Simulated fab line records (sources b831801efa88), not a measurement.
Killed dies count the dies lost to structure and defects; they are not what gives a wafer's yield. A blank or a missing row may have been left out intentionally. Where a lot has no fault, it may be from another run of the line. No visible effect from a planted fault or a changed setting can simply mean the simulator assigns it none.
Chamber matching -- flow sky130 -- cmp-01 running SKY_CONTACT_CMP_04: 4 sister chambers
The step polishes SiO2. 14 wafers are shown with their chamber, then 7 later ones without.

== WAFERS PAIRED WITH THEIR CHAMBERS ==
wafer,chamber,time-to-endpoint-s (s),motor-current-A (A),edge-zone-pressure-frac
L476.1,0,79,12.6,0.992
L476.4,3,81,11.9,1.002
L476.5,0,75,12.6,0.990
L477.1,2,74,10.3,0.994
L477.4,3,80,12.9,0.995
L477.5,3,79,13.2,1.007
L481.1,0,79,13.4,0.997
L481.3,2,79,11.9,1.001
L481.6,3,83,12.2,0.996
L483.1,2,77,11.4,0.995
L483.2,3,81,12.7,0.998
L483.5,3,79,12.2,1.000
L484.3,0,85,12.4,0.996
L484.4,1,89,10.4,0.995

SIGNATURES (averages over the wafers above)
reading,chamber 0,chamber 1,chamber 2,chamber 3,scatter within a chamber
time-to-endpoint-s,79.50,89.00,76.67,80.50,2.74
motor-current-A,12.750,10.400,11.200,12.517,0.562
edge-zone-pressure-frac,0.99375,0.99500,0.99667,0.99967,0.00398
Rule: a wafer lies at a distance from a chamber equal to the root of the sum of squares, over the readings, of (its reading less the chamber's mean, divided by the reading's scatter). The wafer belongs to the nearest chamber; if the next one is less than 2 further off, it can't be placed. How the scatter is found: for the shown wafers, subtract from each reading the mean of its chamber, square and add these, divide the total by (wafers less chambers), then take the root.

== WAFERS MISSING THEIR CHAMBER ==
wafer,time-to-endpoint-s (s),motor-current-A (A),edge-zone-pressure-frac
L484.5,86,10.6,0.991
L496.1,84,9.4,1.006
L496.2,77,12.6,0.993
L496.3,85,12.5,1.008
L499.1,78,13.3,1.003
L499.3,86,9.6,0.999
L499.4,78,12.8,1.004

== CHAMBER TAKEN BY EACH ==
wafer,from the rows above,in truth
L484.5,1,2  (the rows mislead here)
L496.1,can't be placed: 1 or 2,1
L496.2,can't be placed: 0 or 3 or 2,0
L496.3,can't be placed: 3 or 0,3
L499.1,can't be placed: 3 or 0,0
L499.3,1,1
L499.4,can't be placed: 3 or 0 or 2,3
1 of 7 placed correctly. Can't be placed from these rows: 5 (the true chamber is among the candidates in 5). Wrongly placed: 1.
